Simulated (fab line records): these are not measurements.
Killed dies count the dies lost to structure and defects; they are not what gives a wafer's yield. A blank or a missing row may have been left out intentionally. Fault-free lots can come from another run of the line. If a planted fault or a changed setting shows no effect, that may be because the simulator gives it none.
Struck lot and sound lot, side by side | flow sky130 | 15 steps out of a route of 708
Sound: these wafers, L755.2, L755.5, L755.6. Struck: wafers L754.1, L754.5, L754.6. The cause comes at the end.
Per side, at each step with rows, come the tool, then ch with its chambers, and then its first start. Under that, the readings that differ: sound wafers | struck wafers | difference of the means | sigmas: that difference in standard deviations of wafers without a fault.
alike: same words and numbers on both sides, and readings whose means sit less than 2 such deviations apart. not compared: any withheld reading, any reading some wafer has no value for, any bound like >300 that may hide the same value, and any number with overlapping values for which the record gives no deviation.
Wherever a step has rows on one side only, a row that says differs or no value, or a row with sigmas, the two part there. When numbers do not overlap yet have no deviation, they are printed without sigmas and do not part them. A reading missing from all wafers of one side parts the sides only when that side holds two or more wafers.

first, 8 steps without rows for these wafers: SKY_METAL4_DEHYDRATE_05 (time 60 s); SKY_METAL4_HMDS_06 (prime time 60 s); SKY_METAL4_COAT_07 (resist thk 60 nm); SKY_METAL4_COAT_08 (resist thk 1140 nm); SKY_METAL4_SOFTBAKE_09 (time 90 s); SKY_METAL4_EXPOSE_10 (exposes mask MM4, target cd 300 nm); SKY_METAL4_PEB_11; SKY_METAL4_DEVELOP_12 (develop time 60 s).
SKY_METAL4_CD_MEAS_13 targets a cd of 300 nm.
  sound on cd_sem-02 at day 46 23:08; struck on cd_sem-01 at day 46 12:31
  alike: cd_nm
SKY_METAL4_OVL_MEAS_14:
  sound on overlay-01 at day 46 23:14; struck on overlay-01 at day 46 12:38
  alike: METAL4_OVL
SKY_METAL4_DESCUM_15: chemistry O2, time 8 s.
  sound on rie_metal-04 ch 0,1, day 46 23:16; struck on rie_metal-04 ch 0,1, day 46 12:40
  alike: chamber_pressure_mTorr, drypump_motor_current_A, he_backside_leak_sccm, oes_product_au
  not compared: rf_hours_counter_h
SKY_METAL4_ETCH_16: etches BARC in N2/H2, stops on SiO2, time 88.2 s, target depth 60 nm.
  sound on rie_metal-04 ch 0,1, day 46 23:18; struck on rie_metal-04 ch 0,1, day 46 12:42
  alike: chamber_pressure_mTorr, drypump_motor_current_A, he_backside_leak_sccm, oes_product_au, rf_fwd_power_W, throttle_valve_pct
  not compared: rf_hours_counter_h
SKY_METAL4_ETCH_17: etches SiO2 in C4F8/O2/Ar, stops on TiN, time 3.9 s, target depth 15 nm.
  sound on rie_diel-02 ch 1,2,3, day 46 23:24; struck on rie_diel-03 ch 2,3, day 46 12:48
  reading            | sound          | struck         | difference | sigmas
  rf_fwd_power_W (W) | 1456 1474 1464 | 1694 1701 1700 | +234       | +31
  alike: chamber_pressure_mTorr, oes_product_au
  not compared: rf_hours_counter_h
SKY_METAL4_METAL_ETCH_18: etches the open film in Cl2/BCl3, stops on SiO2, target depth 845 nm, time 183.1 s.
  sound on rie_metal-03 ch 0,1, day 46 23:25; struck on rie_metal-02 ch 0,1, day 46 12:49
  alike: chamber_pressure_mTorr, drypump_motor_current_A, he_backside_leak_sccm, mfc_cl2_sccm, oes_product_au, rf_fwd_power_W, throttle_valve_pct
  not compared: rf_hours_counter_h
after that, 1 step had no rows for these wafers: SKY_PAD_OPEN_PROBE_99.

## WHERE THEY PART
Only at SKY_METAL4_ETCH_17, within this record. Later steps at which nothing parts them and some readings are alike: SKY_METAL4_METAL_ETCH_18.

WHY: the cause the simulator had injected
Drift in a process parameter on rie_diel-03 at SKY_METAL4_ETCH_17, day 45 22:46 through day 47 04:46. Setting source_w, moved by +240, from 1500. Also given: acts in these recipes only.
